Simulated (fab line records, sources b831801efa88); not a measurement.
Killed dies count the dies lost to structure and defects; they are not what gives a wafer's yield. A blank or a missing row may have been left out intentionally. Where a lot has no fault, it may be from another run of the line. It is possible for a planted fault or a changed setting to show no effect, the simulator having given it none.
A lot that was struck, set against a sound lot -- flow sky130 -- 16 steps out of a route of 708
Sound: these wafers, L904.1, L904.4, L904.6. Struck: wafer L918.3. (L918.4 of the same lot was not struck and is left out.) The cause comes at the end.
Order at every step that has rows: each side's tool, ch and its chambers, its first start. Under that, the readings that differ: sound wafers -- struck wafers -- difference of the means -- sigmas: that difference in standard deviations of wafers without a fault.
alike: words and numbers the same on both sides, and readings whose means are apart by under 2 such deviations; not compared: readings that were withheld, readings missing a value for some wafer, numbers with overlapping values and no deviation given by the record, and bounds like >300 which may hide the same value.
A row with sigmas, a row that says differs or no value, or rows on one side alone: a step with any of these is where the two part. When numbers do not overlap yet have no deviation, they are printed without sigmas and do not part them. A reading missing from all wafers of one side parts the sides only when that side holds two or more wafers.

first, 2 steps without rows for these wafers: SKY_LOCAL_INTERCONNECT_PEB_09; SKY_LOCAL_INTERCONNECT_DEVELOP_10 (develop time 60 s).
SKY_LOCAL_INTERCONNECT_CD_MEAS_11: target cd 170 nm.
  sound: cdSem-02 at day 30 18:13; struck: cdSem-02 at day 35 10:46
  alike: cdNm
SKY_LOCAL_INTERCONNECT_OVL_MEAS_12:
  sound: overlay-02 at day 30 18:20; struck: overlay-02 at day 35 10:52
  alike: LOCAL_INTERCONNECT_OVL
SKY_LOCAL_INTERCONNECT_ETCH_13: etches BARC in N2/H2, stops on SiO2, time 45.9 s, target depth 60 nm.
  sound on rieMetal-04 ch 1, day 30 18:22; struck on rieMetal-04 ch 1, day 35 10:55
reading,sound,struck,difference,sigmas
oesProductAu (a.u.),0.858 0.855 0.863,0.848,-0.011,-2
  alike: drypumpMotorCurrentA, throttleValvePct
  not compared: rfHoursCounterH
SKY_LOCAL_INTERCONNECT_METAL_ETCH_14: etches TiN in Cl2/BCl3, stops on PSG, target depth 110 nm, time 31.4 s.
  sound on rieMetal-04 ch 1, day 30 18:26; struck on rieMetal-04 ch 1, day 35 10:58
reading,sound,struck,difference,sigmas
throttleValvePct (%),21.903 21.901 21.905,21.924,+0.021,+2
  alike: drypumpMotorCurrentA, oesProductAu
  not compared: rfHoursCounterH
SKY_LOCAL_INTERCONNECT_STRIP_15: strips in O2/N2.
  sound on plasmaAsher-04 ch 0,1, day 30 18:29; struck on plasmaAsher-04 ch 0, day 35 11:02
  alike: drypumpMotorCurrentA, oesProductAu, stripTimeToEndpointS
  not compared: rfHoursCounterH
then, 3 steps without rows for these wafers: SKY_LOCAL_INTERCONNECT_STRIP_16 (strips in post etch residue remover, time 1200 s); SKY_LOCAL_INTERCONNECT_CLEAN_17 (cleans in IPA, time 180 s); SKY_LOCAL_INTERCONNECT_CLEAN_18 (cleans in O3/DIW).
SKY_CONTACT_CVD_00: deposits Si3N4, target thk 75 nm.
  sound on pecvd-03 ch 0,2, day 30 19:04; struck on pecvd-01 ch 2, day 35 11:56
  alike: heaterPowerW
SKY_CONTACT_THK_MEAS_01:
  sound: filmMetro-04 at day 30 19:06; struck: filmMetro-03 at day 35 11:59
reading,sound,struck,difference,sigmas
CONTACT_CVD_00_THK (nm),73.5 74.7 76.1,72.5,-2.3,-2
SKY_CONTACT_HDPCVD_02: deposits SiO2, target thk 565 nm, time 94.2 s.
  sound on hdpcvd-02 ch 0,2, day 30 19:10; struck on hdpcvd-02 ch 2, day 35 12:04
reading,sound,struck,difference,sigmas
runLengthS (s),123.1 122.7 121.3,114.7,-7.7,-15
model.SiO2_of_CONTACT_HDPCVD_02.thkNm (nm),564.1 564.7 560.7,511.6,-51.6,
SKY_CONTACT_THK_MEAS_03:
  sound: filmMetro-01 at day 30 19:14; struck: filmMetro-04 at day 35 12:09
reading,sound,struck,difference,sigmas
CONTACT_HDPCVD_THK (nm),564 565 561,511,-52,-10
SKY_CONTACT_CMP_04: polishes SiO2.
  sound on cmp-02 ch 1,3, day 30 19:17; struck on cmp-02 ch 3, day 35 12:11
reading,sound,struck,difference,sigmas
timeToEndpointS (s),85 88 80,62,-22,-5
  alike: motorCurrentA
SKY_CONTACT_BOW_MEAS_05:
  sound: filmMetro-04 at day 30 19:35; struck: filmMetro-01 at day 35 12:32
  alike: CONTACT_BOW

## WHERE THEY PART
Earliest at SKY_LOCAL_INTERCONNECT_ETCH_13; latest, in this record, at SKY_CONTACT_CMP_04. Later steps at which nothing parts them and some readings are alike: SKY_CONTACT_BOW_MEAS_05.

WHY: the cause the simulator had injected
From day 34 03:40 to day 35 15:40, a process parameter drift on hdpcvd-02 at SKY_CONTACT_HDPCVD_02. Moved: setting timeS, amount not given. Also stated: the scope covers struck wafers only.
